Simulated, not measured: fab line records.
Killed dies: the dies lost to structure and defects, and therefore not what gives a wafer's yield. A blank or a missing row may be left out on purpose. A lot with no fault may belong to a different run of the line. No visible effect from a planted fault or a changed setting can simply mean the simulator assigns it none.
Problem report, 8D (eight disciplines) form, completed by code ; flow gf180mcu ; the parts of the form that need people (team, actions taken, sign-off) are left out

1. THE PROBLEM
Wafers without a fault read 89.30 s, standard deviation 0.14; run length s at GF_M3_SOFTBAKE_10 reads a mean of 91.06 s on 6 wafers belonging to 2 lots. That puts it +13 standard deviations away from the usual mean.
The step: time 60 s.
First seen on wafer L656.2, day 26 00:43, on litho track-02. Wafers with a number at this step in the record: 36, from 12 lots. Rule for "out", or "out of limits": more than 4 standard deviations from the usual mean. All remaining wafers that have a number are taken as sound.

2. WHAT IT IS, AND WHAT IT ISN'T
question;is;is not
which readings at this step;run length s;chill plate temp C
which lots;L656, L661;L643, L645, L648, L650, L652, L653, L654, L662, L665, L666
which wafers of those lots;all that have a number;-
read on which tools;litho track-02;litho track-01, litho track-03
when;from day 26 00:43;"up to then (21 sound wafers); but 9 sound wafers of L662, L665, L666 came after"

3. WHAT RULES OUT EACH SUSPECT
Counting: a tool at any process step up to the reading remains a suspect when it ran all the lots that are out and ran no sound lot after the first of those.
- litho track-02 at GF_M3_SOFTBAKE_10 (time 60 s): kept. All lots that are out passed through it, beginning with L656 at day 26 00:43, and no sound lot followed; its final sound lot before that point was L653 at day 25 02:28. Its own run length s readings are out on those wafers.
The count leaves litho track-02 at GF_M3_SOFTBAKE_10.

4. THE CAUSE (what the simulator had put in)
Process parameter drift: litho track-02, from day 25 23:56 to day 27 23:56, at GF_M3_SOFTBAKE_10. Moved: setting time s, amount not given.
After counting, this tool was the only one left.

5. THE CHAIN OF EFFECTS, in route order
One row per reading whose mean, taken over the struck wafers that have a number, lies over 3 standard deviations from the usual. Scope: only readings with a usual standard deviation given in the record; hours: median across lots of the time from each lot's start at the first step in this table that gives one to its start at this step; sigmas: change in usual standard deviations.
hours;step;reading;usual;on struck wafers;change;sigmas
0;GF_M3_SOFTBAKE_10;run length s;89.30 s;91.06;+1.76;+13
Here are the process steps it includes:
- GF_M3_SOFTBAKE_10: time 60 s.

6. WHAT WOULD HAVE CAUGHT IT SOONER
In this record the first reading out of limits was taken at day 26 00:43, 1 hour after the fault began at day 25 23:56.
